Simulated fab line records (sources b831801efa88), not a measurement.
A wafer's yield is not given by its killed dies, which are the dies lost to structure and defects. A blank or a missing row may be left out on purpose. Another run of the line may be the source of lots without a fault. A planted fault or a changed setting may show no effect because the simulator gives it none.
Matching of chambers | flow gf180mcu | GF_V2_CMP_04 on cmp-02 has 4 sister chambers
The step polishes SiO2. 8 wafers are shown with their chamber, then 8 later ones without.

== WAFERS, EACH WITH ITS CHAMBER ==
wafer  | chamber | motorCurrentA (A) | timeToEndpointS (s)
L484.1 | 3       | 14.3              | 96
L492.6 | 0       | 13.4              | 85
L493.1 | 3       | 14.7              | 79
L493.4 | 2       | 9.2               | 77
L494.1 | 1       | 12.0              | 66
L494.4 | 2       | 9.4               | 74
L494.5 | 0       | 13.1              | 78
L495.3 | 1       | 12.8              | 65

== WAFERS WHOSE CHAMBER IS MISSING ==
wafer  | motorCurrentA (A) | timeToEndpointS (s)
L495.4 | 13.1              | 69
L495.5 | 9.4               | 77
L496.2 | 14.7              | 78
L496.4 | 13.0              | 82
L496.5 | 10.1              | 77
L498.2 | 13.3              | 73
L498.4 | 9.3               | 84
L498.6 | 12.1              | 77

== EACH ONE'S CHAMBER ==
wafer  | from the rows above     | in truth
L495.4 | can't be placed: 0 or 1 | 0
L495.5 | 2                       | 2
L496.2 | 3                       | 3
L496.4 | 0                       | 0
L496.5 | 2                       | 2
L498.2 | can't be placed: 0 or 1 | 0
L498.4 | 2                       | 2
L498.6 | can't be placed: 1 or 0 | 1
Correct placement for 5 of the 8. Unplaceable from these rows: 3, with the true chamber sitting among the candidates in 3. 0 placed wrongly.
How it was worked out, from the rows above alone: a wafer's distance from a chamber is the root of the sum, over the readings, of the square of ((its reading less the chamber's mean) divided by the reading's scatter). The wafer belongs to the nearest chamber; if the next one is less than 2 further off, it can't be placed. A chamber's mean is the mean of its shown wafers. How the scatter is found: for the shown wafers, subtract from each reading the mean of its chamber, square and add these, divide the total by (wafers less chambers), then take the root.
